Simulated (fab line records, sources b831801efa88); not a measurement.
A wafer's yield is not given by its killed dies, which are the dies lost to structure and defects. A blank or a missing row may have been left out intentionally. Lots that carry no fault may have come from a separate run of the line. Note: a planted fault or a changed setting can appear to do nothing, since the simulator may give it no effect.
2 desks looking at one fault || flow gf180mcu || each desk holds nothing but its own numbers, with what lay behind them at the end

METROLOGY DESK
What the gauges read, lot by lot, whatever tool the lot ran on: means of the sampled wafers that have a number. Marked OUT: a lot whose mean sits more than 4 standard deviations from the usual mean, which makes it out of limits; the brackets give that distance.
Columns: A = VT_IMPLANT_02_OVL at GF_VT_IMPLANT_OVL_MEAS_29, usual -0.7 nm; B = VT_IMPLANT_3_TW at GF_VT_IMPLANT_TW_MEAS_32, usual 268.5; C = VT_IMPLANT_03_OVL at GF_VT_IMPLANT_OVL_MEAS_40, usual 0.4 nm; D = VT_IMPLANT_4_TW at GF_VT_IMPLANT_TW_MEAS_43, usual 691
{"lot": "L984", "first seen here": "day 7 22:40", "A": -1.5, "B": 270.2, "C": 0.7, "D": 686}
{"lot": "L992", "first seen here": "day 10 06:17", "A": 1.8, "B": 269.5, "C": -1.5, "D": 695}
{"lot": "L994", "first seen here": "day 10 16:11", "A": 1.4, "B": 268.5, "C": -0.8, "D": 694}
{"lot": "L995", "first seen here": "day 10 23:08", "A": 0.9, "B": 270.0, "C": -0.3, "D": 696}
{"lot": "L996", "first seen here": "day 11 04:25", "A": -1.4, "B": 266.3, "C": 2.3, "D": 689}
{"lot": "L997", "first seen here": "day 11 10:43", "A": 1.7, "B": 268.4, "C": 1.7, "D": 690}
{"lot": "L999", "first seen here": "day 12 00:13", "A": -1.0, "B": 267.9, "C": 1.2, "D": 697}
This desk's verdict: no lot among the 7 shows anything out of limits.

AT THE TOOL OWNER'S DESK: implanter-01
The tool's own readings at GF_VT_IMPLANT_IMPLANT_41, given as means over the sampled wafers that have a number, one for each lot that went through this tool. Marked OUT: a lot whose mean sits more than 4 standard deviations from the usual mean, which makes it out of limits; the brackets give that distance.
Columns: A = beamOnS at GF_VT_IMPLANT_IMPLANT_41, usual 9.98 s; B = faradayCurrentUA at GF_VT_IMPLANT_IMPLANT_41, usual 5.72
{"lot": "L984", "first seen here": "day 8 15:05", "A": 9.91, "B": 5.77}
{"lot": "L992", "first seen here": "day 11 00:21", "A": 10.23, "B": 5.59}
{"lot": "L994", "first seen here": "day 11 11:02", "A": 10.34, "B": 5.53}
{"lot": "L995", "first seen here": "day 11 17:44", "A": 10.57, "B": 5.41}
This desk's verdict: no lot among the 4 shows anything out of limits.

PUT TOGETHER
Nothing out of limits was seen by the metrology desk.
The desk of the tool owner found nothing out of limits.

WHAT THE SIMULATOR HAD PUT IN
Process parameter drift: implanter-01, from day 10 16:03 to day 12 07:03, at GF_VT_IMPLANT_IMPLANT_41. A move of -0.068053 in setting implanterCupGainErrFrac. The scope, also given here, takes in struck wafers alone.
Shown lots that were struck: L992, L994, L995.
